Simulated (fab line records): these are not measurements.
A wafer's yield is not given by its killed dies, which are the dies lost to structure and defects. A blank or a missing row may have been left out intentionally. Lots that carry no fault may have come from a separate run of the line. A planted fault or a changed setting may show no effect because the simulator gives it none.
Code-filled problem report in 8D (eight disciplines) form	flow sky130	the parts of the form that need people (team, actions taken, sign-off) are left out

## 1. WHAT WENT WRONG
Across 3 wafers from 3 lots, FIELD_ISO_CVD_24_THK at SKY_FIELD_ISO_THK_MEAS_25 averages 885 nm, while fault-free wafers read 594 nm with a standard deviation of 7.1. Relative to the usual mean, that is a shift of +41 standard deviations.
The first sign was on wafer L364.1 at day 5 04:13, on film_metro-03. The record has a number at this step for 39 wafers belonging to 13 lots. Rule for "out" (also "out of limits"): further than 4 standard deviations from the usual mean. Any other wafer with a number is counted as sound.

## 2. WHAT THIS IS AND IS NOT
question	is	is not
which readings at this step	FIELD_ISO_CVD_24_THK	-
which lots	L364, L366, L367	L351, L353, L354, L356, L358, L359, L368, L369, L370, L373
which wafers of those lots	L364.1, L366.6, L367.6	L364.4, L364.6, L366.1, L366.4, L367.2, L367.3
read on which gauges	film_metro-01, film_metro-03	film_metro-02
when	from day 5 04:13	up to then (20 sound wafers); but 16 sound wafers of L366, L367, L368, L369, L370, L373 came after

## 3. WHAT RULES OUT EACH SUSPECT
Counting: if a tool at a process step up to the reading ran every lot that is out, it stays a suspect. Sound lots after the first of them don't rule it out here, since some wafers of a struck lot are sound.
- the gauge at SKY_FIELD_ISO_THK_MEAS_25 has been ruled out. The wafers that are out were read on 2 gauges (film_metro-01, film_metro-03).
- hdpcvd-02 at SKY_FIELD_ISO_CVD_24 (deposits SiO2, target thk 595 nm, time 99.2 s): kept. It processed each lot that is out (first: L364, day 5 04:09); up to then, its last sound lot is L353 (day 2 16:01).
The count leaves hdpcvd-02 at SKY_FIELD_ISO_CVD_24.

## 4. THE CAUSE (what the simulator had put in)
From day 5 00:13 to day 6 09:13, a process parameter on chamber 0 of hdpcvd-02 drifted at SKY_FIELD_ISO_CVD_24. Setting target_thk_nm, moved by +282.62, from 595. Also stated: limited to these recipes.
After counting, this tool was the only one left.

## 5. SEQUENCE OF EFFECTS, ordered by route
Each row: a reading where the mean over the struck wafers with a number is more than 3 standard deviations away from the usual. Only readings for which the record gives a usual standard deviation are gone through. hours: the time from each lot's start at the first step in this table that gives one to its start at this step, as a median over the lots. sigmas: the change in usual standard deviations.
hours	step	reading	usual	on struck wafers	change	sigmas
0	SKY_FIELD_ISO_THK_MEAS_25	FIELD_ISO_CVD_24_THK	594 nm	885	+291	+41
2	SKY_FIELD_ISO_CMP_27	time_to_endpoint_s	112 s	166	+54	+16
Process steps it contains:
- SKY_FIELD_ISO_CMP_27: polishes, stops on Si3N4, t overpolish 16 s, target thk 457.8 nm.
Later steps that measure or inspect, where all struck wafers having a row at the step show a number for every such reading and not one has moved that far: SKY_PWDE_OVL_MEAS_07, SKY_NWELL_TW_MEAS_15.

## 6. HOW IT WOULD HAVE BEEN CAUGHT EARLIER
Counted from the fault's start at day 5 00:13, it took 4 hours until the first out-of-limits reading at a measuring or inspecting step in this record, taken at day 5 04:13.
Among the 3 lots that are out, L366, L367 began SKY_FIELD_ISO_CVD_24 on hdpcvd-02 after day 5 04:13. A hold on the tool at that time would have spared those 2.
